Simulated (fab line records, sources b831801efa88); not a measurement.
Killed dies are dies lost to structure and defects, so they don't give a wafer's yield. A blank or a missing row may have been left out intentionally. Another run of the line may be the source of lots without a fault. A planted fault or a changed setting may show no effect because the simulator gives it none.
Which of the tools did it?	flow sky130	13 lots, 39 wafers sampled, at 5 steps of a route of 708

## WHAT THE GAUGES SHOWED, per wafer
SKY_DNWELL_TW_MEAS_09. Usual: DNWELL_TW gives 1116 (standard deviation 6.5).
lot	measured	on	DNWELL_TW	flag
L573	day 3 22:17	film-metro-04	1104 1105 1107	
L574	day 4 01:28	film-metro-03	1113 1110 1113	
L575	day 4 08:43	film-metro-03	1114 1120 1121	
L577	day 5 07:25	film-metro-03	1116 1115 1119	
L578	day 5 07:47	film-metro-02	1113 1113 1115	
L580	day 5 13:44	film-metro-04	1127 1123 1120	
L585	day 6 22:10	film-metro-02	1118 1116 1114	
L586	day 7 00:23	film-metro-04	1117 1120 1123	
L588	day 7 04:10	film-metro-03	1114 1112 1107	
L589	day 7 08:52	film-metro-04	1120 1116 1115	
L590	day 7 17:37	film-metro-03	1113 1115 1118	
L592	day 8 04:55	film-metro-03	1136 1139 1131	
L593	day 8 08:58	film-metro-04	1115 1115 1120	

SKY_PWDE_OVL_MEAS_07. Usual: PWDE_OVL gives -1.2 nm (standard deviation 1.5).
lot	measured	on	PWDE_OVL (nm)	flag
L573	day 4 12:35	overlay-01	1.6 2.3 0.8	
L574	day 4 16:28	overlay-01	-0.9 -2.0 -0.3	
L575	day 4 22:46	overlay-02	-1.6 -1.0 -3.3	
L577	day 6 00:52	overlay-01	0.3 0.7 -1.5	
L578	day 6 01:22	overlay-01	-2.0 0.7 -0.1	
L580	day 6 07:37	overlay-01	-1.4 -0.2 -0.9	
L585	day 7 18:20	overlay-02	-2.1 -1.6 -2.7	
L586	day 7 20:34	overlay-01	-1.5 -1.0 -1.9	
L588	day 7 23:46	overlay-02	-4.9 -5.6 -3.9	
L589	day 8 05:10	overlay-02	-0.1 -3.0 -1.0	
L590	day 8 13:31	overlay-01	0.2 -2.5 -2.0	
L592	day 9 01:31	overlay-02	-3.6 -1.8 -2.2	
L593	day 9 06:13	overlay-02	0.0 0.3 -1.6	

SKY_NWELL_OVL_MEAS_10. Usual: NWELL_00_OVL gives -1.1 nm (standard deviation 1.4).
lot	measured	on	NWELL_00_OVL (nm)	flag
L573	day 5 04:35	overlay-01	-1.5 -3.4 0.1	
L574	day 5 08:53	overlay-02	-2.5 -1.8 -1.4	
L575	day 5 17:08	overlay-02	0.4 -3.3 -3.0	
L577	day 6 19:31	overlay-01	0.2 1.3 0.7	
L578	day 6 19:41	overlay-02	-2.5 -2.2 -2.1	
L580	day 7 02:37	overlay-01	-0.6 -1.2 -2.0	
L585	day 8 14:47	overlay-01	-3.0 -1.9 -1.0	
L586	day 8 17:41	overlay-02	-2.1 -2.3 -3.0	
L588	day 8 20:59	overlay-02	-2.5 -1.9 -3.5	
L589	day 9 02:19	overlay-02	-3.6 -1.4 -3.0	
L590	day 9 10:34	overlay-01	0.9 0.6 1.3	
L592	day 9 23:38	overlay-01	0.5 0.8 -0.3	
L593	day 10 05:04	overlay-01	1.7 -1.1 0.5	

SKY_SONOS_ONO_THK_MEAS_01. Usual: SONOS_ONO_OXIDATION_THK gives 2.61 nm (standard deviation 0.052).
lot	measured	on	SONOS_ONO_OXIDATION_THK (nm)	flag
L573	day 12 07:38	film-metro-03	2.55 2.50 2.55	
L574	day 12 14:31	film-metro-03	2.60 2.61 2.58	
L575	day 12 19:13	film-metro-04	2.62 2.52 2.55	
L577	day 13 22:35	film-metro-04	2.64 2.64 2.64	
L578	day 13 23:58	film-metro-04	2.67 2.73 2.67	
L580	day 14 11:15	film-metro-03	2.63 2.56 2.66	
L585	day 16 09:37	film-metro-01	3.48 3.47 3.35	OFF
L586	day 16 12:59	film-metro-03	3.44 3.39 3.42	OFF
L588	day 16 15:58	film-metro-01	2.58 2.67 2.63	
L589	day 17 00:43	film-metro-03	2.69 2.64 2.71	
L590	day 17 06:48	film-metro-01	2.62 2.62 2.68	
L592	day 18 00:32	film-metro-01	2.68 2.70 2.66	
L593	day 18 12:04	film-metro-01	2.68 2.64 2.73	

## WHICH TOOL RAN EACH LOT (tool, then ch and the chambers of the sampled wafers, then the start)
lot	SKY_SONOS_ONO_OXIDATION_00
L573	furnace-02 ch 0, day 12 06:16
L574	furnace-02 ch 0, day 12 13:10
L575	furnace-02 ch 0, day 12 17:52
L577	furnace-01 ch 0, day 13 21:14
L578	furnace-01 ch 0, day 13 22:35
L580	furnace-02 ch 0, day 14 09:54
L585	furnace-01 ch 0, day 16 08:16
L586	furnace-01 ch 0, day 16 11:38
L588	furnace-02 ch 0, day 16 14:37
L589	furnace-02 ch 0, day 16 23:22
L590	furnace-02 ch 0, day 17 05:28
L592	furnace-02 ch 0, day 17 23:11
L593	furnace-02 ch 0, day 18 10:43
- SKY_SONOS_ONO_OXIDATION_00: stabilise 600 s, purge 300 s, target thk 2.6 nm.

## AS READ BY THE TOOLS THEMSELVES (means over the sampled wafers that have a number; for cases with no such wafer, the mark the record gives instead)
SKY_SONOS_ONO_OXIDATION_00. Usual: spike-tc-bottom-C 818.9 C, standard deviation 2.1; spike-tc-top-C 810.6 C, standard deviation 1.1.
lot	tool	spike-tc-bottom-C (C)	spike-tc-top-C (C)	flag
L573	furnace-02	819.9	809.6	
L574	furnace-02	821.3	810.5	
L575	furnace-02	820.4	811.2	
L577	furnace-01	816.1	811.0	
L578	furnace-01	816.3	809.4	
L580	furnace-02	819.8	811.7	
L585	furnace-01	816.0	810.2	
L586	furnace-01	816.6	810.0	
L588	furnace-02	820.9	810.1	
L589	furnace-02	820.8	810.9	
L590	furnace-02	819.7	809.4	
L592	furnace-02	820.4	811.2	
L593	furnace-02	819.8	810.8	

## THE ANSWER, worked out from the rows above alone
Rule: a lot is off if the mean of its wafers that have a number lies more than 3 standard deviations from the usual mean. A lot without any number at a reading at which 4 lots or more have one is off too. Where the step has rows for the other lots, those lots are counted as sound. Order of review: gauges by route order, followed by the tools' own readings, for which a lot's mean as printed above is used. The first step at which some lot is off is used, and at that step the reading that is off furthest; a lot without a number counts as furthest.
Off: L585, L586, seen at SKY_SONOS_ONO_THK_MEAS_01 (SONOS_ONO_OXIDATION_THK).
A tool fits if, at a process step before that reading, it ran every lot that is off, and no sound lot after the first of them. Those tools and the gauges at SKY_SONOS_ONO_THK_MEAS_01 are tried in the same way. One candidate fits, namely furnace-01 at SKY_SONOS_ONO_OXIDATION_00. Its last sound lot is L578 (day 13 22:35), its first lot that is off L585 (day 16 08:16): a fault that began between those two fits.

## WHAT THE SIMULATOR HAD PUT IN
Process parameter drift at SKY_SONOS_ONO_OXIDATION_00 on furnace-01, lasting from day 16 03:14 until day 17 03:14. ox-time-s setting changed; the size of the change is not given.
Lots struck among those shown: L585, L586. This agrees with what the rule above found.
